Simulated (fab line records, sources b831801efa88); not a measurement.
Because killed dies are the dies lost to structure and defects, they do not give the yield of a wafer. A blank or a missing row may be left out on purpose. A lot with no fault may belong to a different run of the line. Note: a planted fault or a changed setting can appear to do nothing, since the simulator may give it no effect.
fab line records    flow gf180mcu
[record] lots = 12  wafers = 36  lastDay = 34
route steps=602 shown STI@25 DNWELL@41
lots that met no fault: taken from a fault-free run of the same line
startH: hours from the record's opening day to when the first of the lot's shown wafers began    waitH: hours since the lot's step before    " repeats the value in the row above    L1.1+2: a single row standing in for several wafers    - no value, or no start given    * or withheld: withheld    < > ~ a bound
route shown NAME@n: NAME is a module with steps in the file, n the number in the route of the first one    usual: the fault-free wafers' mean and standard deviation    same: alike in all rows    chamber/n: place in a boat    sites: per-site readings    _std_site: how widely they spread, as a standard deviation    _edge_site: mean of outer sites minus mean of inner sites    radiusMm: for every site, how far away it sits from the centre of the wafer    mask NAME#n: copy n    behind: tool/chamber where the wafer was last shaped    hold: why the lot went on hold/how many hours it stayed there/how the hold came to an end    device: whichever transistor did not switch (one of n, p or np)    end of line: the route-end tests of the same wafers    step lacking rows: just its recipe    killed: dies that structure and defects cost at the first sort, which is not the same as the wafer's yield    map: a wafer's dies, x killed, . not, _ none there
set.NAME: setting as actually run; set.NAME@STEP: the setting as run at that earlier step    model.NAME: the simulator's own value behind a step, which no gauge read
steps of the route over a sample of lots; a table a step, a row a wafer
services: a tool's chamber out of use, with start hour (startH, from the record's first day; less than 0 if before it), hours out, and reason
[[steps]]
[step GF_STI_THK_MEAS_24]
[recipe] reads = SiO2_of_STI_CVD_23
[usual] STI_CVD_23_THK = 652/6.5
lot.wafer  tool          chamber  startH  waitH  STI_CVD_23_THK[nm]
L469.2     filmMetro-03  -        27.88   0.0    640
L469.4     "             -        "       "      642
L469.6     "             -        "       "      650
L470.2     filmMetro-01  -        33.66   0.0    662
L470.4     "             -        "       "      651
L470.5     "             -        "       "      665
L471.1     filmMetro-03  -        37.86   0.0    658
L471.2     "             -        "       "      646
L471.3     "             -        "       "      654
L472.1     filmMetro-03  -        43.67   0.0    645
L472.3     "             -        "       "      646
L472.5     "             -        "       "      646
L474.4     filmMetro-03  -        54.75   0.0    661
L474.5     "             -        "       "      655
L474.6     "             -        "       "      659
L484.1     filmMetro-01  -        109.83  0.0    655
L484.3     "             -        "       "      649
L484.6     "             -        "       "      659
L485.2     filmMetro-03  -        109.84  0.0    650
L485.3     "             -        "       "      653
L485.6     "             -        "       "      653
L486.1     filmMetro-04  -        120.69  0.0    646
L486.2     "             -        "       "      647
L486.4     "             -        "       "      646
L488.2     filmMetro-01  -        130.67  0.0    661
L488.3     "             -        "       "      643
L488.4     "             -        "       "      662
L490.1     filmMetro-04  -        140.50  0.0    653
L490.2     "             -        "       "      657
L490.3     "             -        "       "      647
L491.1     filmMetro-04  -        141.63  0.0    648
L491.2     "             -        "       "      649
L491.3     "             -        "       "      650
L492.1     filmMetro-01  -        146.80  0.0    638
L492.5     "             -        "       "      650
L492.6     "             -        "       "      648
[step GF_STI_CMP_25]
[recipe] stopOn = Si3N4  tOverpolishS = 33  downForcePsi = 4  platenRpm = 60  targetThkNm = 524.6  padVelocityMS = 0.94248
[usual] headPressurePsi = 3.999/0.008  motorCurrentA = 11.8/0.79  overpolishRunS = 33.000/0.0092  slurryFilterDpKPa = 13.51/0.15  timeToEndpointS = 124/4.7
lot.wafer  tool    chamber  startH  waitH  headPressurePsi  motorCurrentA  overpolishRunS  slurryFilterDpKPa  timeToEndpointS
L469.4     cmp-02  1        27.98   0.1    4.012            10.8           33.017          13.53              120
L469.2     "       2        "       "      4.007            12.5           33.006          13.58              125
L469.6     "       1        "       "      4.004            10.6           32.998          13.42              119
L470.2     cmp-01  0        33.81   0.1    4.005            10.9           33.007          13.69              128
L470.4     "       1        "       "      3.994            12.3           32.993          13.42              126
L470.5     "       2        "       "      4.009            12.9           32.998          13.45              128
L471.1     cmp-01  3        37.92   0.1    3.999            12.4           32.999          13.70              125
L471.2     "       1        "       "      4.008            11.6           33.000          13.41              121
L471.3     "       2        "       "      4.007            12.5           33.003          13.63              121
L472.1     cmp-01  1        43.73   0.1    3.993            12.4           33.006          13.33              123
L472.3     "       3        "       "      3.989            12.5           33.023          13.66              123
L472.5     "       2        "       "      4.001            12.4           33.001          13.54              124
L474.4     cmp-01  1        54.93   0.2    3.995            12.5           32.994          13.38              127
L474.5     "       2        "       "      4.002            12.1           33.001          13.48              127
L474.6     "       3        "       "      4.004            13.4           32.993          13.58              125
L485.3     cmp-01  2        109.89  0.0    3.987            13.6           32.996          13.50              123
L485.2     "       3        "       "      4.003            12.6           32.997          13.54              120
L485.6     "       3        "       "      4.006            13.0           32.999          13.39              125
L484.3     cmp-02  3        109.99  0.1    3.989            11.2           32.994          13.73              133
L484.1     "       0        "       "      4.008            11.0           33.001          13.44              127
L484.6     "       2        "       "      3.993            11.6           33.006          13.52              135
L486.2     cmp-01  1        120.80  0.1    3.998            12.2           33.012          13.64              125
L486.1     "       2        "       "      4.015            12.6           33.002          13.51              125
L486.4     "       3        "       "      3.996            12.6           32.998          13.49              125
L488.3     cmp-01  1        130.72  0.0    3.999            11.9           32.997          13.35              118
L488.4     "       2        "       "      4.010            13.0           33.013          13.38              123
L488.2     "       0        "       "      3.997            11.1           32.988          13.66              122
L490.3     cmp-01  3        140.61  0.1    3.991            12.2           32.986          13.42              117
L490.2     "       0        "       "      4.010            10.7           32.989          13.55              121
L490.1     "       1        "       "      4.004            11.6           32.999          13.71              122
L491.2     cmp-01  0        141.69  0.0    4.007            11.6           32.996          13.59              121
L491.3     "       1        "       "      3.998            12.0           33.005          13.66              117
L491.1     "       2        "       "      4.000            12.7           32.999          13.54              115
L492.1     cmp-02  1        146.96  0.1    3.998            10.3           32.994          13.73              123
L492.6     "       3        "       "      4.005            10.7           33.010          13.56              134
L492.5     "       0        "       "      3.983            11.1           33.005          13.40              121
[step GF_STI_OXIDATION_29]
[recipe] tempC = 900  ambient = O2  stabiliseS = 600  purgeS = 300  targetThkA = 100  oxTimeS = 1418
[usual] spikeTcBottomC = 919.2/1.2  spikeTcCentreC = 901.1/1  spikeTcLowerC = 898.4/1.4  spikeTcTopC = 907.6/1.1  spikeTcUpperC = 899.1/1  tubeCenterTempC = 900/0.081  tube_center_temp_C_max = 902.3/0.33  zonePowerBottomPct = 26.7/0.45
[same] oxTimeS = 1418  stabiliseS = 600
lot.wafer  tool        chamber  startH  waitH  spikeTcBottomC  spikeTcCentreC  spikeTcLowerC  spikeTcTopC  spikeTcUpperC  tubeCenterTempC  tube_center_temp_C_max  zonePowerBottomPct
L469.2     furnace-02  0        28.88   0.0    920.6           900.2           899.2          906.0        898.1          899.91           902.0                   26.2
L469.4     "           0        "       "      917.0           901.9           897.6          907.5        899.1          900.06           902.7                   26.7
L469.6     "           0        "       "      917.4           901.9           897.8          906.4        900.8          900.01           902.5                   26.8
L470.2     furnace-02  0        34.60   0.0    919.8           899.7           899.5          907.0        900.0          900.11           901.9                   26.6
L470.4     "           0        "       "      920.1           901.5           897.3          906.1        898.2          900.02           902.2                   26.3
L470.5     "           0        "       "      919.5           902.3           898.6          905.4        898.1          899.98           902.8                   26.5
L471.1     furnace-01  0        38.82   0.0    920.4           900.0           899.9          907.8        898.6          899.94           902.1                   26.8
L471.2     "           0        "       "      917.9           898.9           900.9          908.5        899.7          899.88           901.6                   27.4
L471.3     "           0        "       "      919.9           901.7           900.0          909.9        899.2          900.16           902.5                   27.5
L472.1     furnace-02  0        44.67   0.0    947.4           928.7           926.1          936.0        927.2          927.84           930.5                   28.7
L472.3     "           0        "       "      949.0           929.7           924.8          935.6        927.6          927.84           930.4                   28.6
L472.5     "           0        "       "      945.8           928.2           925.5          933.9        928.3          927.85           930.5                   28.5
L474.4     furnace-02  0        55.72   0.0    946.5           927.1           927.2          936.1        928.1          927.89           929.7                   28.0
L474.5     "           0        "       "      947.2           929.1           926.4          934.7        926.5          927.9            930.9                   28.4
L474.6     "           0        "       "      946.4           929.1           925.6          935.1        926.1          928.03           930.3                   28.4
L484.1     furnace-02  0        116.58  5.7    919.0           900.3           897.4          906.6        899.8          900.07           902.7                   26.7
L484.3     "           0        "       "      917.0           902.2           896.7          908.9        899.8          899.98           902.3                   26.6
L484.6     "           0        "       "      920.0           902.5           898.8          908.3        897.3          899.99           902.2                   26.5
L485.2     furnace-02  0        116.58  5.7    918.9           901.9           898.5          907.7        898.6          900.14           902.3                   26.3
L485.3     "           0        "       "      920.8           899.4           897.5          906.5        899.3          900.1            902.8                   26.2
L485.6     "           0        "       "      919.1           901.1           899.9          905.2        899.2          900.07           901.9                   26.3
L486.1     furnace-02  0        124.64  2.9    917.6           902.0           899.4          908.1        900.6          899.99           902.5                   26.6
L486.2     "           0        "       "      918.3           902.0           899.0          907.3        898.2          899.99           902.6                   26.3
L486.4     "           0        "       "      917.8           901.7           899.2          905.3        898.8          899.89           903.0                   26.4
L488.2     furnace-02  0        131.99  0.4    918.3           901.1           899.6          909.1        899.4          900.13           902.1                   26.2
L488.3     "           0        "       "      919.6           900.6           898.3          908.5        899.4          899.92           902.4                   26.4
L488.4     "           0        "       "      918.6           901.4           897.0          905.6        899.0          899.95           901.7                   26.5
L490.1     furnace-01  0        142.47  1.0    919.5           900.6           900.2          910.1        899.0          900.11           902.1                   27.4
L490.2     "           0        "       "      919.0           899.8           901.0          907.7        899.4          899.99           902.3                   27.5
L490.3     "           0        "       "      919.2           900.9           898.9          907.9        898.6          899.88           902.0                   27.3
L491.1     furnace-02  0        144.14  1.6    919.8           900.9           899.6          906.0        899.2          900.05           901.9                   26.4
L491.2     "           0        "       "      919.0           901.5           896.7          906.9        897.2          899.87           902.3                   26.4
L491.3     "           0        "       "      917.6           901.4           895.8          907.7        898.8          899.86           902.3                   26.3
L492.1     furnace-02  0        149.30  1.6    918.0           900.8           898.0          907.8        900.7          899.88           902.6                   26.2
L492.5     "           0        "       "      919.9           900.8           897.9          907.9        896.9          899.92           902.3                   26.4
L492.6     "           0        "       "      918.8           902.1           897.3          906.8        900.3          900.06           901.9                   26.8
[step GF_STI_THK_MEAS_30]
[recipe] reads = SiO2_of_STI_OXIDATION_29
[usual] STI_OXIDATION_02_THK = 10.11/0.18
lot.wafer  tool          chamber  startH  waitH  STI_OXIDATION_02_THK[nm]
L469.2     filmMetro-04  -        30.29   0.0    10.08
L469.4     "             -        "       "      10.19
L469.6     "             -        "       "      10.31
L470.2     filmMetro-01  -        36.01   0.0    9.96
L470.4     "             -        "       "      10.26
L470.5     "             -        "       "      10.08
L471.1     filmMetro-01  -        40.21   0.0    10.07
L471.2     "             -        "       "      10.06
L471.3     "             -        "       "      10.03
L472.1     filmMetro-03  -        46.06   0.0    13.31
L472.3     "             -        "       "      13.15
L472.5     "             -        "       "      13.16
L474.4     filmMetro-03  -        57.14   0.0    13.37
L474.5     "             -        "       "      13.55
L474.6     "             -        "       "      13.50
L484.1     filmMetro-04  -        117.98  0.0    10.19
L484.3     "             -        "       "      9.95
L484.6     "             -        "       "      10.12
L485.2     filmMetro-01  -        117.99  0.0    9.97
L485.3     "             -        "       "      10.11
L485.6     "             -        "       "      10.00
L486.1     filmMetro-01  -        126.03  0.0    10.08
L486.2     "             -        "       "      10.20
L486.4     "             -        "       "      10.18
L488.2     filmMetro-04  -        133.39  0.0    10.29
L488.3     "             -        "       "      10.32
L488.4     "             -        "       "      10.43
L490.1     filmMetro-04  -        143.87  0.0    9.91
L490.2     "             -        "       "      9.84
L490.3     "             -        "       "      9.97
L491.1     filmMetro-01  -        145.53  0.0    10.36
L491.2     "             -        "       "      10.40
L491.3     "             -        "       "      10.34
L492.1     filmMetro-01  -        150.70  0.0    10.14
L492.5     "             -        "       "      10.23
L492.6     "             -        "       "      10.01
[step GF_DNWELL_TW_MEAS_09]
[usual] DNWELL_TW = 1342/12
lot.wafer  tool          chamber  startH  waitH  DNWELL_TW
L469.2     filmMetro-02  -        43.11   0.1    1339
L469.4     "             -        "       "      1331
L469.6     "             -        "       "      1332
L470.2     filmMetro-02  -        48.51   0.1    1328
L470.4     "             -        "       "      1324
L470.5     "             -        "       "      1328
L471.1     filmMetro-03  -        52.80   0.1    1337
L471.2     "             -        "       "      1346
L471.3     "             -        "       "      1343
L472.1     filmMetro-04  -        58.85   0.1    1356
L472.3     "             -        "       "      1363
L472.5     "             -        "       "      1363
L474.4     filmMetro-03  -        70.43   0.1    1350
L474.5     "             -        "       "      1343
L474.6     "             -        "       "      1341
L484.1     filmMetro-04  -        132.05  0.1    1356
L484.3     "             -        "       "      1356
L484.6     "             -        "       "      1349
L485.2     filmMetro-04  -        132.41  0.1    1353
L485.3     "             -        "       "      1347
L485.6     "             -        "       "      1353
L486.1     filmMetro-02  -        141.53  0.1    1327
L486.2     "             -        "       "      1329
L486.4     "             -        "       "      1318
L488.2     filmMetro-04  -        148.52  0.1    1347
L488.3     "             -        "       "      1351
L488.4     "             -        "       "      1349
L490.1     filmMetro-02  -        159.60  0.1    1333
L490.2     "             -        "       "      1329
L490.3     "             -        "       "      1323
L491.1     filmMetro-04  -        160.80  0.1    1344
L491.2     "             -        "       "      1355
L491.3     "             -        "       "      1353
L492.1     filmMetro-02  -        165.85  0.1    1336
L492.5     "             -        "       "      1334
L492.6     "             -        "       "      1333
[[services]]
tool        chamber  startH  hours  kind
furnace-02  -        5.06    4.2    repair
cmp-01      -        27.61   4.9    pm
cmp-02      -        43.13   7.4    pm
furnace-02  -        48.81   3.9    pm
cmp-02      -        64.00   4.0    pm
cmp-02      -        68.00   -      consumableReplace:conditioner
cmp-02      -        68.00   -      consumableReplace:pad
cmp-01      -        79.56   2.2    repair
cmp-02      -        96.58   0.9    repair
furnace-01  -        106.17  11.2   pm
cmp-02      -        112.60  0.5    repair
furnace-01  -        117.32  5.6    pm
cmp-02      -        128.80  0.4    repair
cmp-02      -        140.12  0.6    repair
furnace-01  -        145.37  2.8    pm
[[key]]
[firstSign] step = GF_STI_OXIDATION_29  reading = tubeCenterTempC  direction = up  sigmas = 99+  usual = *  struck = *
[effect] step = GF_STI_OXIDATION_29  reading = tube_center_temp_C_max  direction = up  sigmas = 85  usual = *  struck = *
[effect] step = GF_STI_THK_MEAS_30  reading = STI_OXIDATION_02_THK  direction = up  sigmas = 18  usual = 10.11  struck = 13.34
metAt GF_STI_OXIDATION_29
struckLots L472,L474
testerLeftOut L472,L474
notActingAt GF_STI_THK_MEAS_24,GF_STI_CMP_25,GF_DNWELL_TW_MEAS_09
onsetBetween 34.60 44.67
[fault] kind = processParameterDrift  tool = furnace-02  chamber = -  onsetH = 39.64  steps = GF_STI_OXIDATION_29  channel = tempC  offset = *  shape = step  endH = 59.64  actsIn = *  stated = *
// testerLeftOut: of these lots the tester's yield and bins aren't shown, on N5 and GAA mostly nor the transistor test; their killed dies are dies lost to structure and defects alone, not to doping, threshold or leakage, so they don't give the yield
